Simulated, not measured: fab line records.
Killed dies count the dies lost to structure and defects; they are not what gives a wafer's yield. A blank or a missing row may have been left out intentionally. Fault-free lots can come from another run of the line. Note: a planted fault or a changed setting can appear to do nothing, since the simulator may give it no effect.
The tool behind it: which one?    flow sky130    11 lots with 33 wafers sampled at 3 steps, on a route of 708 steps

== WHAT THE GAUGES SHOWED, per wafer ==
SKY_VIA1_THK_MEAS_23: measures by xrf. Usual: VIA1_W_THK typically reads 267 nm, with standard deviation 3.8.
lot   measured      on             VIA1_W_THK (nm)  flag
L545  day 34 07:22  film-metro-04  269 268 268      
L546  day 34 15:32  film-metro-04  267 267 268      
L548  day 35 10:08  film-metro-03  270 267 269      
L549  day 35 13:01  film-metro-03  270 264 267      
L550  day 36 03:25  film-metro-04  266 269 265      
L556  day 38 04:35  film-metro-03  274 274 270      
L557  day 38 04:55  film-metro-04  266 267 264      
L558  day 38 09:08  film-metro-04  262 268 269      
L562  day 39 14:04  film-metro-02  267 268 262      
L564  day 40 04:57  film-metro-04  262 264 270      
L565  day 40 09:35  film-metro-03  274 272 269      

SKY_METAL2_RS_MEAS_05: measurement is done with a four-point probe. Usual: METAL2_ALCU_RS typically reads 0.1276 ohm/sq, with standard deviation 0.0017.
lot   measured      on             METAL2_ALCU_RS (ohm/sq)  flag
L545  day 34 07:52  film-metro-04  0.1295 0.1262 0.1280     
L546  day 34 16:02  film-metro-01  0.1264 0.1261 0.1259     
L548  day 35 10:38  film-metro-04  0.1289 0.1297 0.1288     
L549  day 35 13:31  film-metro-04  0.1265 0.1250 0.1255     
L550  day 36 03:56  film-metro-02  0.1254 0.1275 0.1273     
L556  day 38 05:05  film-metro-01  0.1256 0.1267 0.1287     
L557  day 38 05:26  film-metro-02  0.1257 0.1289 0.1264     
L558  day 38 09:40  film-metro-02  0.1243 0.1274 0.1250     
L562  day 39 14:34  film-metro-01  0.1299 0.1293 0.1262     
L564  day 40 05:29  film-metro-01  0.1253 0.1244 0.1245     
L565  day 40 10:05  film-metro-01  0.1263 0.1284 0.1259     

== WHAT TOOL EACH LOT RAN ON (gives the tool, then ch and the chambers of the sampled wafers, and finally the start) ==
lot   SKY_METAL2_SPUTTER_01
L545  pvd-sputter-01, day 34 07:44
L546  pvd-sputter-02, day 34 15:55
L548  pvd-sputter-01, day 35 10:32
L549  pvd-sputter-04, day 35 13:23
L550  pvd-sputter-02, day 36 03:47
L556  pvd-sputter-01, day 38 04:58
L557  pvd-sputter-02, day 38 05:17
L558  pvd-sputter-02, day 38 09:30
L562  pvd-sputter-02, day 39 14:26
L564  pvd-sputter-04, day 40 05:18
L565  pvd-sputter-01, day 40 09:58
- SKY_METAL2_SPUTTER_01: material TiN, target thk 20 nm, time 16.7 s.

== WHAT THE TOOLS THEMSELVES READ (means of the sampled wafers that have a number; where no wafer has one, the mark that the record gives instead) ==
SKY_METAL2_SPUTTER_01. Usual: throttle-valve-pct reads 30.2 % (standard deviation 1).
lot   tool            throttle-valve-pct (%)  flag
L545  pvd-sputter-01  31.5                    
L546  pvd-sputter-02  30.5                    
L548  pvd-sputter-01  30.9                    
L549  pvd-sputter-04  29.6                    
L550  pvd-sputter-02  30.3                    
L556  pvd-sputter-01  31.8                    
L557  pvd-sputter-02  29.8                    
L558  pvd-sputter-02  29.4                    
L562  pvd-sputter-02  29.5                    
L564  pvd-sputter-04  29.8                    
L565  pvd-sputter-01  30.9                    

== THE ANSWER, worked out from the rows above alone ==
Rule: a lot counts as off when the mean over its wafers that have a number is more than 3 standard deviations away from the usual mean. A lot without any number at a reading at which 4 lots or more have one is off too. Any other lot the step has rows for is counted as sound. First the gauges in route order, then the tools' own readings, where a lot's mean is used as printed above. At the first step where some lot is off, the reading lying furthest off is the one used; lots without a number count as furthest.
Nothing can be told from this: no lot is off at any reading shown.

== WHAT WAS PUT IN BY THE SIMULATOR ==
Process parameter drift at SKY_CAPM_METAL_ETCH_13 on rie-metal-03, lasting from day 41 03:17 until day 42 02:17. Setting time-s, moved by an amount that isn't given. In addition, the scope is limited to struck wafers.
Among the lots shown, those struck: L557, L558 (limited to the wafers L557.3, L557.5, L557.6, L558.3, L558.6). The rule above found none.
